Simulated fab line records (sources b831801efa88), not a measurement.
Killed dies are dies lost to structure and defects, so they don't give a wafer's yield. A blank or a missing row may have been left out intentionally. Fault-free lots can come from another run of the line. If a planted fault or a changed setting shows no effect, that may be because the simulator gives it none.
8D (eight disciplines) problem report, filled in by code :: flow sky130 :: the parts of the form that need people (team, actions taken, sign-off) are left out

== 1. WHAT WENT WRONG ==
Wafers without a fault read 15, standard deviation 4.4; killed-at-front-end at SKY_PAD_OPEN_PROBE_99 reads a mean of 50 on 3 wafers belonging to 2 lots. That puts it +7.9 standard deviations away from the usual mean.
First observed at day 50 23:19: wafer L274.4, on prober-01. At this step, 6 wafers from 2 lots have a number in the record. Rule for "out" (also "out of limits"): further than 4 standard deviations from the usual mean. All remaining wafers that have a number are taken as sound.

== 2. WHAT IT IS; WHAT IT IS NOT ==
question: which readings at this step
is: killed-at-front-end
is not: killed_at_M0_to_M3, killed_at_M4_up, killed-short

question: which lots
is: L274, L277
is not: -

question: which wafers of those lots
is: L274.4, L277.2, L277.6
is not: L274.1, L274.6, L277.4

question: read on which tools
is: prober-01, prober-02
is not: -

question: when
is: from day 50 23:19
is not: up to then (1 sound wafer); but 2 sound wafers of L274, L277 came after

== 3. SUSPECTS, AND WHAT RULES EACH OUT ==
Counting: any tool at a process step up to the reading remains a suspect provided it ran every lot that is out. Sound lots after the first of them don't rule it out here, since some wafers of a struck lot are sound.
- plasma-asher-01 at SKY_PWDE_STRIP_09 (strips in O2/N2): kept. It ran every lot that is out, first L274 (day 8 15:25).
- Within plasma-asher-01 at SKY_PWDE_STRIP_09: the wafers that are out ran in chamber 0; their sound lot-mates ran in chamber 1.
After counting, what remains is plasma-asher-01 at SKY_PWDE_STRIP_09.

== 4. THE CAUSE (what the simulator had put in) ==
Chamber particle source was plasma-asher-01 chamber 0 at SKY_PWDE_STRIP_09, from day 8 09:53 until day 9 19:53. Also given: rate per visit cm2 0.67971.
Counting left only this tool.

== 5. SEQUENCE OF EFFECTS, ordered by route ==
Each row: a reading whose mean over the struck wafers that have a number lies more than 3 standard deviations from the usual. Only readings whose record carries a usual standard deviation are examined. hours: median over the lots of the time between each lot's start at the first step of this table that gives one and its start at this step. sigmas: the change, counted in usual standard deviations.
hours: 0
step: SKY_PAD_OPEN_PROBE_99
reading: killed-at-front-end
usual: 15
on struck wafers: 50
change: +35
sigmas: +7.9
The process steps in it:
- SKY_PAD_OPEN_PROBE_99

== 6. HOW IT WOULD HAVE BEEN CAUGHT EARLIER ==
In this record the first reading out of limits was taken at day 50 23:19, 1021 hours after the fault began at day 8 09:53.
No tool reading at SKY_PWDE_STRIP_09 that has a usual standard deviation in the record was out on any struck wafer, so an alarm limit of 4 standard deviations on those readings would not have fired.
By day 50 23:19, every lot that is out (2) had started SKY_PWDE_STRIP_09 on plasma-asher-01. Had the tool been put on hold then, not one of them would have been saved.
